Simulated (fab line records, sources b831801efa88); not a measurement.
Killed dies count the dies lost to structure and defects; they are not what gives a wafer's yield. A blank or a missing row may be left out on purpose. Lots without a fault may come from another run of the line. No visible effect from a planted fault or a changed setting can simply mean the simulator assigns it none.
fab line records    flow gf180mcu
[record] lots = 7  wafers = 21  last-day = 34
route steps=602 shown M1@316
lots with no fault: from the same line, run without faults
start-h: hours from the record's first day to the start of the lot's first wafer shown    wait-h: how many hours have passed since the lot's step before this one    " as in the row above    L1.1+2: several wafers, shown together as one row    - no value, or no start was given    * or withheld: withheld    < > ~ a bound
route shown NAME@n: NAME is a module with steps in the file, n the number in the route of the first one    usual: mean and standard deviation over wafers with no fault    same: alike in all rows    chamber/n: place in a boat    sites: each site's reading    _std_site: the values' standard deviation    _edge_site: inner sites' mean taken away from outer sites' mean    radius-mm: for every site, how far away it sits from the centre of the wafer    mask NAME#n: copy n    behind: the tool/chamber that last shaped the wafer    hold: cause of the lot's hold/its duration in hours/its outcome    device: whichever transistor did not switch (one of n, p or np)    end of line: the route-end tests of the same wafers    for a step that has no rows: nothing shown but its recipe    killed: not the wafer's yield, but the dies lost to structure and defects at the first sort    map: shows each die of a wafer: x if killed, . if not, _ if none is there
set.NAME: the setting as run; set.NAME@STEP: as run at that earlier step    model.NAME: the simulator's own value behind a step, which no gauge read
lots at selected steps of the route; one table per step, one row per wafer
services: from which hour (start-h, from the record's first day; less than 0 if before it) a tool's chamber was out of use, for how many hours, and why
[[steps]]
[step GF_M1_SPUTTER_01]
[recipe] material = TiN  target-thk-nm = 30  power-w = 6500  time-s = 25  chamber-pressure-pa = 0.4
[usual] throttle-valve-pct = 30.9/0.85
lot.wafer  tool            chamber  start-h  wait-h  throttle-valve-pct
L375.2     pvd-sputter-02  -        413.55   0.1     31.6
L375.3     "               -        "        "       30.5
L375.5     "               -        "        "       30.6
L380.3     pvd-sputter-02  -        460.70   0.1     30.6
L380.5     "               -        "        "       31.9
L380.6     "               -        "        "       30.9
L382.1     pvd-sputter-04  -        478.08   0.1     29.7
L382.5     "               -        "        "       29.5
L382.6     "               -        "        "       29.5
L385.3     pvd-sputter-03  -        506.73   0.1     31.5
L385.4     "               -        "        "       30.0
L385.5     "               -        "        "       30.0
L387.1     pvd-sputter-03  -        520.39   0.1     31.8
L387.4     "               -        "        "       32.3
L387.6     "               -        "        "       31.5
L388.1     pvd-sputter-03  -        535.20   0.1     31.1
L388.3     "               -        "        "       31.7
L388.6     "               -        "        "       30.2
L392.2     pvd-sputter-03  -        564.83   0.1     32.4
L392.4     "               -        "        "       30.0
L392.5     "               -        "        "       29.9
[step GF_M1_SPUTTER_02]
[recipe] material = AlCu  target-thk-nm = 450  power-w = 10600  time-s = 23.9  chamber-pressure-pa = 0.4
[usual] throttle-valve-pct = 30.9/0.85
lot.wafer  tool            chamber  start-h  wait-h  throttle-valve-pct
L375.2     pvd-sputter-02  -        413.58   0.0     31.7
L375.3     "               -        "        "       30.6
L375.5     "               -        "        "       30.8
L380.3     pvd-sputter-02  -        460.73   0.0     30.5
L380.5     "               -        "        "       31.6
L380.6     "               -        "        "       30.6
L382.1     pvd-sputter-04  -        478.11   0.0     29.4
L382.5     "               -        "        "       29.5
L382.6     "               -        "        "       29.5
L385.3     pvd-sputter-03  -        506.76   0.0     31.7
L385.4     "               -        "        "       30.3
L385.5     "               -        "        "       30.1
L387.1     pvd-sputter-03  -        520.42   0.0     31.6
L387.4     "               -        "        "       32.4
L387.6     "               -        "        "       31.8
L388.1     pvd-sputter-03  -        535.23   0.0     31.2
L388.3     "               -        "        "       31.4
L388.6     "               -        "        "       30.0
L392.2     pvd-sputter-03  -        564.86   0.0     32.5
L392.4     "               -        "        "       30.2
L392.5     "               -        "        "       29.9
[step GF_M1_SPUTTER_03]
[recipe] material = Ti  target-thk-nm = 10  substrate-temp-c = 300  chamber-pressure-pa = 0.3  power-w = 3000  time-s = 6.7
[usual] throttle-valve-pct = 30.9/0.83
lot.wafer  tool            chamber  start-h  wait-h  throttle-valve-pct
L375.2     pvd-sputter-02  -        413.61   0.0     31.5
L375.3     "               -        "        "       30.5
L375.5     "               -        "        "       30.6
L380.3     pvd-sputter-02  -        460.76   0.0     30.5
L380.5     "               -        "        "       31.5
L380.6     "               -        "        "       30.6
L382.1     pvd-sputter-04  -        478.14   0.0     29.6
L382.5     "               -        "        "       29.3
L382.6     "               -        "        "       29.6
L385.3     pvd-sputter-03  -        506.79   0.0     31.7
L385.4     "               -        "        "       30.2
L385.5     "               -        "        "       29.8
L387.1     pvd-sputter-03  -        520.45   0.0     31.6
L387.4     "               -        "        "       32.3
L387.6     "               -        "        "       31.5
L388.1     pvd-sputter-03  -        535.26   0.0     30.8
L388.3     "               -        "        "       31.7
L388.6     "               -        "        "       30.4
L392.2     pvd-sputter-03  -        564.89   0.0     32.1
L392.4     "               -        "        "       30.1
L392.5     "               -        "        "       30.1
[step GF_M1_SPUTTER_04]
[recipe] material = TiN  target-thk-nm = 50  power-w = 6500  time-s = 41.7  chamber-pressure-pa = 0.4
[usual] throttle-valve-pct = 30.9/0.84
lot.wafer  tool            chamber  start-h  wait-h  throttle-valve-pct
L375.2     pvd-sputter-02  -        413.63   0.0     31.5
L375.3     "               -        "        "       30.4
L375.5     "               -        "        "       30.4
L380.3     pvd-sputter-02  -        460.78   0.0     30.9
L380.5     "               -        "        "       31.7
L380.6     "               -        "        "       30.6
L382.1     pvd-sputter-04  -        478.16   0.0     29.4
L382.5     "               -        "        "       29.2
L382.6     "               -        "        "       29.7
L385.3     pvd-sputter-03  -        506.81   0.0     31.7
L385.4     "               -        "        "       30.3
L385.5     "               -        "        "       29.9
L387.1     pvd-sputter-03  -        520.47   0.0     31.6
L387.4     "               -        "        "       32.3
L387.6     "               -        "        "       31.5
L388.1     pvd-sputter-03  -        535.28   0.0     31.2
L388.3     "               -        "        "       31.3
L388.6     "               -        "        "       30.3
L392.2     pvd-sputter-03  -        564.91   0.0     32.3
L392.4     "               -        "        "       30.0
L392.5     "               -        "        "       30.0
[step GF_M1_RS_MEAS_05]
[recipe] thk-meas-gauge = four-point-probe  reads = TiN_of_M1_SPUTTER_04+Ti_of_M1_SPUTTER_03+AlCu_of_M1_SPUTTER_02+TiN_of_M1_SPUTTER_01+Ti_of_M1_SPUTTER_00
[usual] M1_ALCU_RS = 0.0693/0.00069
lot.wafer  tool           chamber  start-h  wait-h  M1_ALCU_RS[ohm/sq]
L375.2     film-metro-04  -        413.69   0.0     0.0688
L375.3     "              -        "        "       0.0684
L375.5     "              -        "        "       0.0685
L380.3     film-metro-01  -        460.86   0.1     0.0693
L380.5     "              -        "        "       0.0688
L380.6     "              -        "        "       0.0693
L382.1     film-metro-02  -        478.20   0.0     0.0697
L382.5     "              -        "        "       0.0696
L382.6     "              -        "        "       0.0696
L385.3     film-metro-02  -        506.89   0.1     0.0690
L385.4     "              -        "        "       0.0686
L385.5     "              -        "        "       0.0681
L387.1     film-metro-04  -        520.51   0.0     0.0699
L387.4     "              -        "        "       0.0689
L387.6     "              -        "        "       0.0695
L388.1     film-metro-01  -        535.32   0.0     0.0701
L388.3     "              -        "        "       0.0708
L388.6     "              -        "        "       0.0697
L392.2     film-metro-04  -        564.97   0.0     0.0694
L392.4     "              -        "        "       0.0690
L392.5     "              -        "        "       0.0688
[step GF_M1_THK_MEAS_06]
[recipe] thk-meas-gauge = xrf  reads = AlCu_of_M1_SPUTTER_02
[usual] M1_ALCU_THK = 448/4.9
lot.wafer  tool           chamber  start-h  wait-h  M1_ALCU_THK[nm]
L375.2     film-metro-04  -        413.80   0.1     451
L375.3     "              -        "        "       454
L375.5     "              -        "        "       454
L380.3     film-metro-01  -        460.96   0.1     447
L380.5     "              -        "        "       448
L380.6     "              -        "        "       449
L382.1     film-metro-02  -        478.32   0.1     450
L382.5     "              -        "        "       451
L382.6     "              -        "        "       448
L385.3     film-metro-02  -        506.99   0.1     454
L385.4     "              -        "        "       456
L385.5     "              -        "        "       459
L387.1     film-metro-04  -        520.63   0.1     441
L387.4     "              -        "        "       445
L387.6     "              -        "        "       441
L388.1     film-metro-01  -        535.44   0.1     446
L388.3     "              -        "        "       443
L388.6     "              -        "        "       449
L392.2     film-metro-04  -        565.08   0.1     445
L392.4     "              -        "        "       448
L392.5     "              -        "        "       448
[step GF_M1_DEHYDRATE_07]
[recipe] temp-c = 200  time-s = 60
[step GF_M1_HMDS_08]
[recipe] prime-time-s = 60  prime-temp-c = 120
[step GF_M1_COAT_09]
[recipe] resist = KrF  spin-rpm = withheld  resist-thk-nm = 1000
[step GF_M1_SOFTBAKE_10]
[recipe] temp-c = 130  time-s = 60  resist = KrF
[step GF_M1_EXPOSE_11]
[recipe] mask-id = Metal1  target-cd-nm = 230  na = 0.68  source-shape = conventional  sigma-outer = 0.6  dose-mj = 28
[step GF_M1_PEB_12]
[recipe] peb-temp-c = 135  peb-time-s = 90  resist = KrF
[step GF_M1_DEVELOP_13]
[recipe] develop-time-s = 60  dev-temp-c = 21
[usual] chill-plate-temp-C = 23.01/0.1  develop-time-s = 60/0  resist-line-temp-C = 23.00/0.12
lot.wafer  tool            chamber  start-h  wait-h  chill-plate-temp-C  develop-time-s  resist-line-temp-C  model.KrF_of_M1_COAT_09.thk-nm
L375.2     litho-track-02  0        438.32   0.2     23.07               60              23.01               986.2
L375.3     "               0        "        "       22.92               60              23.14               981
L375.5     "               0        "        "       23.07               60              23.05               982.8
L380.3     litho-track-02  0        484.69   0.1     23.24               60              23.05               982.2
L380.5     "               0        "        "       23.00               60              23.02               987.4
L380.6     "               0        "        "       23.09               60              23.01               984.7
L382.1     litho-track-03  0        502.00   0.2     23.09               60              23.19               977.7
L382.5     "               0        "        "       23.15               60              23.07               978.2
L382.6     "               0        "        "       23.16               60              23.10               979.7
L385.3     litho-track-03  -        530.00   0.1     -                   -               -                   1001
L385.4     "               -        "        "       -                   -               -                   998.9
L385.5     "               -        "        "       -                   -               -                   1001
L387.1     litho-track-01  -        543.17   0.2     -                   -               -                   1006
L387.4     "               -        "        "       -                   -               -                   1001
L387.6     "               -        "        "       -                   -               -                   1004
L388.1     litho-track-03  -        557.50   0.2     -                   -               -                   996.7
L388.3     "               -        "        "       -                   -               -                   998.2
L388.6     "               -        "        "       -                   -               -                   998.8
L392.2     litho-track-01  0        585.65   0.2     23.18               60              22.93               989.1
L392.4     "               0        "        "       23.05               60              23.02               992.4
L392.5     "               0        "        "       23.22               60              23.00               991.7
[step GF_M1_CD_MEAS_14]
[recipe] target-cd-nm = 230
[usual] cd-nm = 230.0/1.1
lot.wafer  tool       chamber  start-h  wait-h  cd-nm
L375.2     cd-sem-02  -        438.46   0.1     230.9
L375.3     "          -        "        "       231.7
L375.5     "          -        "        "       231.3
L380.3     cd-sem-01  -        484.83   0.1     229.0
L380.5     "          -        "        "       227.3
L380.6     "          -        "        "       228.7
L382.1     cd-sem-02  -        502.15   0.1     230.5
L382.5     "          -        "        "       230.0
L382.6     "          -        "        "       231.0
L385.3     cd-sem-01  -        530.14   0.1     -
L385.4     "          -        "        "       -
L385.5     "          -        "        "       -
L387.1     cd-sem-01  -        543.32   0.1     -
L387.4     "          -        "        "       -
L387.6     "          -        "        "       -
L388.1     cd-sem-01  -        557.65   0.1     -
L388.3     "          -        "        "       -
L388.6     "          -        "        "       -
L392.2     cd-sem-01  -        585.79   0.1     230.2
L392.4     "          -        "        "       230.5
L392.5     "          -        "        "       231.2
[[services]]
tool            chamber  start-h  hours  kind
litho-track-01  -        393.55   -      consumable-replace:filter
pvd-sputter-03  -        395.25   0.5    repair
litho-track-03  -        453.63   -      consumable-replace:filter
pvd-sputter-04  -        470.76   3.6    repair
pvd-sputter-03  0        506.85   -      consumable-replace:kit
pvd-sputter-03  0        506.85   18.0   scheduled-down
pvd-sputter-03  0        506.85   18.0   vent-cycle
litho-track-02  -        508.87   -      consumable-replace:filter
pvd-sputter-04  1        536.01   -      consumable-replace:kit
pvd-sputter-04  1        536.01   18.0   scheduled-down
pvd-sputter-04  1        536.01   18.0   vent-cycle
pvd-sputter-04  -        539.50   6.4    repair
pvd-sputter-02  -        557.90   12.7   repair
[[key]]
[first-sign] step = GF_M1_DEVELOP_13  reading = tool-record  direction = missing
effect none on later readings
[model-effect] step = GF_M1_DEVELOP_13  value = KrF_of_M1_COAT_09.thk-nm  without = 985.6  struck = 1001
met-at GF_M1_DEVELOP_13
struck-wafers L385.3,L385.4,L385.5,L387.1,L387.4,L387.6,L388.1,L388.3,L388.6
later-rows-left-out L385.3,L385.4,L385.5,L387.1,L387.4,L387.6,L388.1,L388.3,L388.6
sort-left-out L385.3,L385.4,L385.5,L387.1,L387.4,L387.6,L388.1,L388.3,L388.6
onset-between 502.00 530.00
[fault] kind = skipped-step-whole  tool = litho-track-01,litho-track-03  chamber = -  onset-h = 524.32  steps = GF_M1_DEVELOP_13  scope = struck-lots-only
// sort-left-out: the simulated sort isn't trusted on such a fault, so these wafers' sort isn't shown, and their yield isn't known
// later-rows-left-out: the simulator's readings of these wafers behind a module that went badly wrong aren't trusted and aren't shown, but for the sort
